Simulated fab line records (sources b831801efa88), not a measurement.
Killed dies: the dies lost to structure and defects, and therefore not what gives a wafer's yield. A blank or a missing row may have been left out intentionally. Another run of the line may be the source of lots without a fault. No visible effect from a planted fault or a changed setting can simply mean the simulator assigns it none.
fab line records -- flow gf180mcu
record lots=14, wafers=42, last-day=34
route steps=602 shown STI@3 LVPWELL@60 MVSD@77
lots with no fault: from the same line, run without faults
start-h: hours from the record's first day to the start of the lot's first wafer shown -- wait-h: how many hours have passed since the lot's step before this one -- " as in the row above -- L1.1+2: one row covering several wafers at once -- - value missing, or start not given -- * or withheld: withheld -- < > ~ a bound
route shown NAME@n: a module of which the file shows steps, and the number in the route of the first -- usual: mean/standard deviation taken from wafers without a fault -- same: alike in all rows -- chamber/n: place in a boat -- sites: readings site by site -- _std_site: their standard deviation -- _edge_site: inner sites' mean taken away from outer sites' mean -- radius-mm: for every site, how far away it sits from the centre of the wafer -- mask NAME#n: copy n -- behind: the last tool/chamber to shape the wafer -- hold: the reason the lot was held/the length of the hold in hours/how it ended -- device: transistor that didn't switch, given as n, p or np -- end of line: tests run on the same wafers once the route is complete -- a step given without rows: its recipe and nothing more -- killed: dies lost to structure and defects at the first sort, not the wafer's yield -- map: a wafer's dies, x killed, . not, _ none there
set.NAME: the setting that was run; set.NAME@STEP: the one run at that earlier step -- model.NAME: the simulator's own value behind a step, which no gauge read
a sample of lots followed through the steps of the route, with each step as a table and each wafer as a row
services: the hour from which a tool's chamber was out of use, counted from the record's first day as start-h (under 0 if before that day), plus the number of hours and why
## steps
# step GF_STI_THK_MEAS_02
# recipe reads=SiO2_of_STI_OXIDATION_01
# usual STI_OXIDATION_THK=9.91/0.18
lot.wafer,tool,chamber,start-h,wait-h,STI_OXIDATION_THK[nm]
L486.2,film-metro-04,-,11.78,0.0,10.26
L486.3,film-metro-04,-,11.78,0.0,10.17
L486.5,film-metro-04,-,11.78,0.0,10.00
L487.2,film-metro-04,-,16.66,0.0,9.64
L487.3,film-metro-04,-,16.66,0.0,9.82
L487.5,film-metro-04,-,16.66,0.0,9.91
L488.3,film-metro-01,-,21.53,0.0,9.84
L488.4,film-metro-01,-,21.53,0.0,10.02
L488.5,film-metro-01,-,21.53,0.0,9.78
L489.1,film-metro-02,-,26.51,0.0,9.83
L489.4,film-metro-02,-,26.51,0.0,9.90
L489.5,film-metro-02,-,26.51,0.0,9.95
L491.1,film-metro-01,-,36.51,0.0,10.14
L491.2,film-metro-01,-,36.51,0.0,10.24
L491.5,film-metro-01,-,36.51,0.0,10.00
L492.1,film-metro-04,-,43.25,0.0,9.85
L492.2,film-metro-04,-,43.25,0.0,10.09
L492.6,film-metro-04,-,43.25,0.0,9.96
L493.1,film-metro-02,-,48.31,0.0,9.70
L493.2,film-metro-02,-,48.31,0.0,9.79
L493.4,film-metro-02,-,48.31,0.0,9.54
L495.4,film-metro-04,-,56.54,0.0,9.82
L495.5,film-metro-04,-,56.54,0.0,9.88
L495.6,film-metro-04,-,56.54,0.0,9.82
L496.2,film-metro-02,-,62.18,0.0,10.09
L496.4,film-metro-02,-,62.18,0.0,10.10
L496.6,film-metro-02,-,62.18,0.0,10.34
L497.2,film-metro-01,-,66.52,0.0,10.00
L497.3,film-metro-01,-,66.52,0.0,9.92
L497.5,film-metro-01,-,66.52,0.0,10.00
L500.1,film-metro-04,-,81.51,0.0,9.90
L500.3,film-metro-04,-,81.51,0.0,9.91
L500.5,film-metro-04,-,81.51,0.0,9.80
L501.2,film-metro-04,-,86.52,0.0,9.87
L501.3,film-metro-04,-,86.52,0.0,9.69
L501.4,film-metro-04,-,86.52,0.0,9.69
L508.1,film-metro-02,-,121.51,0.0,10.19
L508.4,film-metro-02,-,121.51,0.0,10.14
L508.5,film-metro-02,-,121.51,0.0,10.10
L509.1,film-metro-02,-,126.64,0.0,9.65
L509.5,film-metro-02,-,126.64,0.0,9.66
L509.6,film-metro-02,-,126.64,0.0,9.68
# step GF_STI_CD_MEAS_12
# recipe target-cd-nm=220
# usual cd-nm=220.2/1.2
lot.wafer,tool,chamber,start-h,wait-h,cd-nm
L486.2,cd-sem-02,-,25.96,0.1,217.7
L486.3,cd-sem-02,-,25.96,0.1,218.4
L486.5,cd-sem-02,-,25.96,0.1,218.7
L487.2,cd-sem-01,-,30.71,0.1,218.7
L487.3,cd-sem-01,-,30.71,0.1,219.0
L487.5,cd-sem-01,-,30.71,0.1,219.4
L488.3,cd-sem-01,-,35.63,0.1,222.0
L488.4,cd-sem-01,-,35.63,0.1,221.6
L488.5,cd-sem-01,-,35.63,0.1,221.1
L489.1,cd-sem-01,-,40.99,0.1,219.5
L489.4,cd-sem-01,-,40.99,0.1,220.6
L489.5,cd-sem-01,-,40.99,0.1,220.5
L491.1,cd-sem-02,-,50.64,0.1,220.7
L491.2,cd-sem-02,-,50.64,0.1,220.7
L491.5,cd-sem-02,-,50.64,0.1,222.1
L492.1,cd-sem-02,-,57.84,0.1,220.0
L492.2,cd-sem-02,-,57.84,0.1,220.5
L492.6,cd-sem-02,-,57.84,0.1,221.0
L493.1,cd-sem-02,-,63.64,0.1,219.2
L493.2,cd-sem-02,-,63.64,0.1,218.7
L493.4,cd-sem-02,-,63.64,0.1,218.8
L495.4,cd-sem-02,-,72.10,0.1,221.7
L495.5,cd-sem-02,-,72.10,0.1,221.3
L495.6,cd-sem-02,-,72.10,0.1,221.4
L496.2,cd-sem-02,-,77.86,0.1,221.3
L496.4,cd-sem-02,-,77.86,0.1,221.8
L496.6,cd-sem-02,-,77.86,0.1,222.0
L497.2,cd-sem-01,-,81.36,0.1,218.7
L497.3,cd-sem-01,-,81.36,0.1,218.8
L497.5,cd-sem-01,-,81.36,0.1,219.2
L500.1,cd-sem-02,-,98.24,0.1,222.1
L500.3,cd-sem-02,-,98.24,0.1,220.9
L500.5,cd-sem-02,-,98.24,0.1,221.0
L501.2,cd-sem-02,-,102.16,0.1,220.4
L501.3,cd-sem-02,-,102.16,0.1,220.6
L501.4,cd-sem-02,-,102.16,0.1,220.9
L508.1,cd-sem-02,-,139.59,0.1,219.8
L508.4,cd-sem-02,-,139.59,0.1,221.3
L508.5,cd-sem-02,-,139.59,0.1,220.9
L509.1,cd-sem-01,-,143.44,0.1,219.9
L509.5,cd-sem-01,-,143.44,0.1,219.7
L509.6,cd-sem-01,-,143.44,0.1,218.9
# step GF_LVPWELL_DEVELOP_06
# recipe wall-angle-deg=90, develop-time-s=60, dev-temp-c=23
# usual chill-plate-temp-C=23.00/0.11, develop-time-s=60/0
lot.wafer,tool,chamber,start-h,wait-h,chill-plate-temp-C,develop-time-s
L486.2,litho-track-03,0,68,-,23.06,60
L486.3,litho-track-03,0,68,-,23.10,60
L486.5,litho-track-03,0,68,-,22.99,60
L487.2,litho-track-02,0,73,-,22.94,60
L487.3,litho-track-02,0,73,-,23.01,60
L487.5,litho-track-02,0,73,-,22.91,60
L488.3,litho-track-03,0,84,-,22.97,60
L488.4,litho-track-03,0,84,-,22.87,60
L488.5,litho-track-03,0,84,-,22.92,60
L489.1,litho-track-02,0,90,-,22.91,60
L489.4,litho-track-02,0,90,-,23.17,60
L489.5,litho-track-02,0,90,-,22.98,60
L491.1,litho-track-02,0,103,-,22.98,60
L491.2,litho-track-02,0,103,-,23.05,60
L491.5,litho-track-02,0,103,-,23.12,60
L492.1,litho-track-03,0,103,-,22.97,60
L492.2,litho-track-03,0,103,-,23.01,60
L492.6,litho-track-03,0,103,-,22.93,60
L493.1,litho-track-02,0,112,-,23.02,60
L493.2,litho-track-02,0,112,-,22.98,60
L493.4,litho-track-02,0,112,-,22.94,60
L495.4,litho-track-04,0,117,-,23.01,60
L495.5,litho-track-04,0,117,-,22.91,60
L495.6,litho-track-04,0,117,-,22.92,60
L496.2,litho-track-02,0,129,-,23.15,60
L496.4,litho-track-02,0,129,-,22.97,60
L496.6,litho-track-02,0,129,-,22.94,60
L497.2,litho-track-02,0,130,-,22.99,60
L497.3,litho-track-02,0,130,-,22.92,60
L497.5,litho-track-02,0,130,-,23.14,60
L500.1,litho-track-02,0,147,-,23.08,60
L500.3,litho-track-02,0,147,-,23.06,60
L500.5,litho-track-02,0,147,-,23.05,60
L501.2,litho-track-04,0,153,-,23.17,60
L501.3,litho-track-04,0,153,-,22.99,60
L501.4,litho-track-04,0,153,-,22.97,60
L508.1,litho-track-02,-,194,-,-,-
L508.4,litho-track-02,-,194,-,-,-
L508.5,litho-track-02,-,194,-,-,-
L509.1,litho-track-04,-,199,-,-,-
L509.5,litho-track-04,-,199,-,-,-
L509.6,litho-track-04,-,199,-,-,-
# step GF_MVSD_TW_MEAS_11
# usual MVSD_TW=1582/12
lot.wafer,tool,chamber,start-h,wait-h,MVSD_TW
L486.2,film-metro-01,-,82.65,0.1,1591
L486.3,film-metro-01,-,82.65,0.1,1584
L486.5,film-metro-01,-,82.65,0.1,1580
L487.2,film-metro-01,-,87.44,0.1,1589
L487.3,film-metro-01,-,87.44,0.1,1586
L487.5,film-metro-01,-,87.44,0.1,1587
L488.3,film-metro-02,-,100.07,0.1,1562
L488.4,film-metro-02,-,100.07,0.1,1562
L488.5,film-metro-02,-,100.07,0.1,1566
L489.1,film-metro-02,-,104.19,0.1,1568
L489.4,film-metro-02,-,104.19,0.1,1564
L489.5,film-metro-02,-,104.19,0.1,1566
L491.1,film-metro-01,-,118.18,0.1,1597
L491.2,film-metro-01,-,118.18,0.1,1601
L491.5,film-metro-01,-,118.18,0.1,1592
L492.1,film-metro-03,-,118.64,0.1,1587
L492.2,film-metro-03,-,118.64,0.1,1594
L492.6,film-metro-03,-,118.64,0.1,1588
L493.1,film-metro-03,-,128.84,0.1,1585
L493.2,film-metro-03,-,128.84,0.1,1572
L493.4,film-metro-03,-,128.84,0.1,1574
L495.4,film-metro-01,-,133.46,0.1,1593
L495.5,film-metro-01,-,133.46,0.1,1593
L495.6,film-metro-01,-,133.46,0.1,1594
L496.2,film-metro-01,-,145.65,0.1,1601
L496.4,film-metro-01,-,145.65,0.1,1605
L496.6,film-metro-01,-,145.65,0.1,1602
L497.2,film-metro-02,-,147.09,0.1,1577
L497.3,film-metro-02,-,147.09,0.1,1573
L497.5,film-metro-02,-,147.09,0.1,1568
L500.1,film-metro-03,-,164.63,0.1,1577
L500.3,film-metro-03,-,164.63,0.1,1587
L500.5,film-metro-03,-,164.63,0.1,1586
L501.2,film-metro-03,-,170.54,0.1,1580
L501.3,film-metro-03,-,170.54,0.1,1583
L501.4,film-metro-03,-,170.54,0.1,1590
L508.1,film-metro-02,-,213.22,0.1,1560
L508.4,film-metro-02,-,213.22,0.1,1557
L508.5,film-metro-02,-,213.22,0.1,1564
L509.1,film-metro-01,-,217.32,0.1,1590
L509.5,film-metro-01,-,217.32,0.1,1585
L509.6,film-metro-01,-,217.32,0.1,1586
## services
tool,chamber,start-h,hours,kind
litho-track-02,-,139.14,-,consumable-replace:filter
## key
first-sign step=GF_LVPWELL_DEVELOP_06, reading=tool-record, direction=missing
effect none on later readings
met-at GF_LVPWELL_DEVELOP_06
struck-lots L508,L509
sort-left-out L508.1,L508.4,L508.5,L509.1,L509.5,L509.6
tester-left-out L508,L509
not-acting-at GF_STI_THK_MEAS_02,GF_STI_CD_MEAS_12,GF_MVSD_TW_MEAS_11
onset-between 153 194
fault kind=skipped-step-whole, tool=litho-track-02,litho-track-04, chamber=-, onset-h=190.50, steps=GF_LVPWELL_DEVELOP_06, scope=struck-lots-only
# tester-left-out: of these lots the tester's yield and bins aren't shown, on N5 and GAA mostly nor the transistor test; their killed dies are dies lost to structure and defects alone, not to doping, threshold or leakage, so they don't give the yield
# sort-left-out: the simulated sort isn't trusted on such a fault, so these wafers' sort isn't shown, and their yield isn't known
